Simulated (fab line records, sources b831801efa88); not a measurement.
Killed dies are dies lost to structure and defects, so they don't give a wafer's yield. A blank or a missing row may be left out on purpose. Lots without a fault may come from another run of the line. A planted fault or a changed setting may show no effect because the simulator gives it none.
Which tool did it? | flow sky130 | 13 lots, 39 wafers sampled, at 4 steps of a route of 708

WHAT THE GAUGES READ, wafer by wafer
SKY_POLY_GATE_OVL_MEAS_14.
lot  | measured     | on         | POLY_GATE_OVL (nm)
L734 | day 17 19:07 | overlay-02 | -4 1 -5
L737 | day 18 02:04 | overlay-02 | 2 0 -1
L738 | day 18 02:25 | overlay-02 | 10 8 12
L739 | day 18 09:40 | overlay-02 | 1 3 1
L741 | day 19 11:31 | overlay-02 | 5 6 2
L742 | day 19 16:31 | overlay-02 | 7 6 0
L743 | day 19 21:10 | overlay-02 | 9 5 4
L749 | day 22 02:05 | overlay-01 | 5 5 1
L750 | day 22 07:01 | overlay-02 | 13 10 19
L752 | day 22 22:19 | overlay-01 | -2 -6 -8
L755 | day 24 20:13 | overlay-01 | 2 -9 -7
L756 | day 25 02:25 | overlay-01 | -10 -9 -11
L757 | day 25 04:11 | overlay-02 | -3 -4 -1

SKY_LDD_P_OVL_MEAS_08.
lot  | measured     | on         | LDD_P_OVL (nm)
L734 | day 20 12:32 | overlay-02 | 2.2 2.3 0.3
L737 | day 20 21:43 | overlay-02 | 0.3 0.2 -1.7
L738 | day 20 21:22 | overlay-02 | 0.1 0.2 0.5
L739 | day 21 03:20 | overlay-02 | -0.5 -0.3 0.2
L741 | day 22 05:46 | overlay-02 | -0.1 -1.5 -0.3
L742 | day 22 11:31 | overlay-01 | 1.2 2.0 1.5
L743 | day 22 13:47 | overlay-01 | 1.9 1.7 0.9
L749 | day 24 16:46 | overlay-02 | 0.5 -0.4 -1.9
L750 | day 24 19:52 | overlay-01 | 0.8 0.7 1.4
L752 | day 25 13:16 | overlay-02 | -0.3 0.4 -0.1
L755 | day 27 11:07 | overlay-02 | -0.9 -1.6 0.2
L756 | day 27 15:41 | overlay-01 | -0.7 -1.9 -0.2
L757 | day 27 17:44 | overlay-01 | 1.2 1.4 0.2

WHICH TOOL RAN EACH LOT (tool, then ch and the chambers of the sampled wafers, then the start)
lot  | SKY_POLY_GATE_ETCH_15              | SKY_LDD_N_IMPLANT_14
L734 | rie_diel-03 ch 0,2,3, day 17 19:09 | implanter-03 ch 0, day 19 05:01
L737 | rie_diel-03 ch 1,2,3, day 18 02:05 | implanter-02 ch 0, day 19 14:28
L738 | rie_diel-02 ch 0,1, day 18 02:28   | implanter-03 ch 0, day 19 14:08
L739 | rie_diel-02 ch 1,2,3, day 18 09:41 | implanter-02 ch 0, day 19 19:45
L741 | rie_diel-02 ch 0,1, day 19 11:32   | implanter-03 ch 0, day 20 22:29
L742 | rie_diel-04 ch 0,2,3, day 19 16:32 | implanter-01 ch 0, day 21 04:08
L743 | rie_diel-03 ch 1,2,3, day 19 21:11 | implanter-02 ch 0, day 21 06:59
L749 | rie_diel-03 ch 0,1,2, day 22 02:07 | implanter-03 ch 0, day 23 10:32
L750 | rie_diel-02 ch 0,1,3, day 22 07:02 | implanter-03 ch 0, day 23 14:57
L752 | rie_diel-02 ch 0,1,3, day 22 22:22 | implanter-03 ch 0, day 24 07:17
L755 | rie_diel-02 ch 0,1,3, day 24 20:15 | implanter-02 ch 0, day 26 06:28
L756 | rie_diel-02 ch 0,1, day 25 02:26   | implanter-02 ch 0, day 26 10:16
L757 | rie_diel-02 ch 1,2,3, day 25 04:13 | implanter-01 ch 0, day 26 12:46
- SKY_POLY_GATE_ETCH_15: etches BARC in N2/H2, stops on SiO2, time 118.5 s, target depth 110 nm.
- SKY_LDD_N_IMPLANT_14

WHAT THE TOOLS THEMSELVES READ (means of the sampled wafers that have a number; where no wafer has one, the mark that the record gives instead)
SKY_POLY_GATE_ETCH_15.
lot  | tool        | drypump_motor_current_A (A) | oes_product_au (a.u.) | rf_fwd_power_W (W) | throttle_valve_pct (%)
L734 | rie_diel-03 | 6.1                         | 0.720                 | 497.5              | 13.217
L737 | rie_diel-03 | 6.1                         | 0.719                 | 497.0              | 13.218
L738 | rie_diel-02 | 5.5                         | 0.718                 | 497.4              | 13.210
L739 | rie_diel-02 | 5.7                         | 0.717                 | 498.3              | 13.212
L741 | rie_diel-02 | 5.5                         | 0.720                 | 498.9              | 13.215
L742 | rie_diel-04 | 5.8                         | 0.719                 | 496.0              | 13.209
L743 | rie_diel-03 | 6.1                         | 0.711                 | 497.0              | 13.217
L749 | rie_diel-03 | 6.2                         | 0.718                 | 500.0              | 13.205
L750 | rie_diel-02 | 5.7                         | 0.716                 | 497.3              | 13.218
L752 | rie_diel-02 | 5.7                         | 0.714                 | 497.8              | 13.214
L755 | rie_diel-02 | 5.6                         | 0.712                 | 496.1              | 13.203
L756 | rie_diel-02 | 5.5                         | 0.714                 | 498.3              | 13.215
L757 | rie_diel-02 | 5.7                         | 0.715                 | 498.5              | 13.209

SKY_LDD_N_IMPLANT_14.
lot  | tool         | dose_ions_cm2 | end_station_pressure_torr (Torr)
L734 | implanter-03 | 5e+12         | 5.06e-06
L737 | implanter-02 | 5e+12         | 4.79e-06
L738 | implanter-03 | 5e+12         | 5.09e-06
L739 | implanter-02 | 5e+12         | 5.00e-06
L741 | implanter-03 | 5e+12         | 5.21e-06
L742 | implanter-01 | 5e+12         | 5.01e-06
L743 | implanter-02 | 5e+12         | 5.26e-06
L749 | implanter-03 | 5e+12         | 5.08e-06
L750 | implanter-03 | 5e+12         | 5.21e-06
L752 | implanter-03 | 5e+12         | 4.86e-06
L755 | implanter-02 | 5e+12         | 4.94e-06
L756 | implanter-02 | 5e+12         | 4.92e-06
L757 | implanter-01 | 5e+12         | 5.07e-06

THE ANSWER, worked out from the rows above alone
Rule: what is usual is taken from the lots themselves. Put in order of their means at a reading, lots are off if they are a third of the lots or fewer, leave a main group of 4 or more, and stand apart from it by a gap of 3 or more times the standard deviation of the main group's means; of several such gaps the widest counts. A main group whose means are all the same, to the digits that the tables above print for the reading, isn't used. A lot without any number at a reading at which 4 lots or more have one is off too. The other lots that the step has rows for count as sound. The gauges are gone through in route order, then the tools' own readings, and for those a lot's mean is taken as printed above. The first step at which some lot is off is used, and at that step the reading that is off furthest; a lot without a number counts as furthest.
No lot is off at any reading shown: from this, nothing can be told.

WHAT THE SIMULATOR HAD PUT IN
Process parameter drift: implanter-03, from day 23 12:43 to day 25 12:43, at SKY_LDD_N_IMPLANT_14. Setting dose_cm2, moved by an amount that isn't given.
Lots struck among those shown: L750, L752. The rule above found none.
